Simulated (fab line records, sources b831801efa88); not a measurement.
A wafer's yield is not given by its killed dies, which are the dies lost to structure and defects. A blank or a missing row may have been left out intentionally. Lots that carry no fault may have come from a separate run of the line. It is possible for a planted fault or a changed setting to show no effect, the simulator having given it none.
Split-lot trial | flow gf180mcu | 23 wafers read from 5 lots, route of 602 steps

== THE SPLIT ==
At GF_M2_SPUTTER_02 (material AlCu, target thk 450 nm, time 23.9 s), the setting time_s was moved away from the recipe's 23.9 s on 9 of the 23 wafers read, by -11.5% to +13.5%. For the rest of the wafers, this setting stayed at what the recipe calls for.

== FROM THE SPLIT TO THE READING: what the file shows between them, 4 steps ==
- GF_M2_SPUTTER_03: material Ti, target thk 10 nm, time 6.7 s
- GF_M2_SPUTTER_04: material TiN, target thk 50 nm, time 41.7 s
- GF_M2_RS_MEAS_05: measures by four-point-probe
- GF_M2_THK_MEAS_06: measures by xrf

== THE READING ==
oes_product_au, in a.u., at GF_M2_METAL_ETCH_16 (etches the open film in Cl2/BCl3, stops on SiO2, target depth 627.5 nm, time 104.6 s). On this fab line, fault-free wafers typically give 0.969 a.u. with a standard deviation of 0.0066 a.u.

wafer  | tool, chamber at the split | time_s as run, s | against the recipe | oes_product_au, a.u. | against lot-mates on the recipe
L074.2 | pvd_sputter-01, -          | 23.9             | recipe             | 0.961                | -
L074.4 | pvd_sputter-01, -          | 23.9             | recipe             | 0.959                | -
L074.6 | pvd_sputter-01, -          | 23.9             | recipe             | 0.970                | -
L076.1 | pvd_sputter-04, -          | 27.12            | +13.5%             | 0.992                | +0.018
L076.2 | pvd_sputter-04, -          | 27.12            | +13.5%             | 0.996                | +0.022
L076.3 | pvd_sputter-04, -          | 27.12            | +13.5%             | 0.998                | +0.024
L076.5 | pvd_sputter-04, -          | 23.9             | recipe             | 0.971                | -
L076.6 | pvd_sputter-04, -          | 23.9             | recipe             | 0.977                | -
L077.1 | pvd_sputter-04, -          | 23.9             | recipe             | 0.984                | -
L077.3 | pvd_sputter-04, -          | 23.9             | recipe             | 0.980                | -
L077.4 | pvd_sputter-04, -          | 22.54            | -5.7%              | 0.944                | -0.032
L077.5 | pvd_sputter-04, -          | 23.9             | recipe             | 0.965                | -
L077.6 | pvd_sputter-04, -          | 22.54            | -5.7%              | 0.948                | -0.028
L081.2 | pvd_sputter-01, -          | 21.16            | -11.5%             | 0.917                | -0.049
L081.3 | pvd_sputter-01, -          | 23.9             | recipe             | 0.962                | -
L081.4 | pvd_sputter-01, -          | 23.9             | recipe             | 0.968                | -
L081.5 | pvd_sputter-01, -          | 21.16            | -11.5%             | 0.920                | -0.046
L081.6 | pvd_sputter-01, -          | 23.9             | recipe             | 0.969                | -
L084.1 | pvd_sputter-04, -          | 23.9             | recipe             | 0.980                | -
L084.2 | pvd_sputter-04, -          | 23.9             | recipe             | 0.979                | -
L084.3 | pvd_sputter-04, -          | 24.85            | +4.0%              | 0.990                | +0.012
L084.4 | pvd_sputter-04, -          | 23.9             | recipe             | 0.975                | -
L084.5 | pvd_sputter-04, -          | 24.85            | +4.0%              | 0.986                | +0.008

FIT RESULTS
A straight line over all 23 wafers: oes_product_au changes by +0.00294 a.u. for each +1% of time_s; r = +0.88; the points scatter about the line by 0.01 a.u.
The same after taking each lot's own level away (the mean of its wafers on the recipe; 23 wafers): +0.00271 a.u. for each +1%; r = +0.90; scatter 0.0086 a.u.
Per that fit: largest time_s move, reading shift of 0.037 a.u.
Across the lots, their own levels run from 0.9633 to 0.9780 a.u., a range of 2.2 times the standard deviation given above.
The two slopes are in agreement: the lot-to-lot level therefore moves the slope only a little.
Check: for one of the wafers moved furthest among these (+13.5%), held out of the fit, the line's prediction against its lot-mates is +0.0358 a.u. It came out at +0.018 a.u. against them.

== ADDITIONAL SPLITS CARRIED BY THESE WAFERS ==
Other splits were also applied to these wafers ahead of the reading. Each is held against what the fit with the lots' levels taken away leaves over:
other split on the same wafers       | wafers away from the commonest value | r with oes_product_au (lot level and that fit taken away)
GF_V1_CMP_04 leave_above_ref_nm      | 5                                    | -0.14
GF_V1_ETCH_17 bias_w                 | 9                                    | +0.14
GF_V1_SPUTTER_22 chamber_pressure_pa | 15                                   | +0.18

== THE WHOLE CHAIN: every reading that the file lists as answering this split, in the file's order ==
step                | what it does                                                                         | reading                                                                       | change (the file's fit)                   | r (the file's)
GF_M2_SPUTTER_02    | material AlCu, target thk 450 nm, time 23.9 s                                        | AlCu_of_M2_SPUTTER_02.thk_nm (the simulator's own value, which no gauge read) | +4.4 nm for each +1% of the setting       | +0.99
GF_M2_RS_MEAS_05    | measures by four-point-probe                                                         | M2_ALCU_RS                                                                    | -0.000681 for each +1% of the setting     | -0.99
GF_M2_THK_MEAS_06   | measures by xrf                                                                      | M2_ALCU_THK                                                                   | +4.31 for each +1% of the setting         | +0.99
GF_M2_METAL_ETCH_16 | etches the open film in Cl2/BCl3, stops on SiO2, target depth 627.5 nm, time 104.6 s | oes_product_au                                                                | +0.00289 a.u. for each +1% of the setting | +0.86

== FILE'S OWN FIT ==
oes_product_au changes by +0.00289 a.u. for each +1% of time_s, r = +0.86.
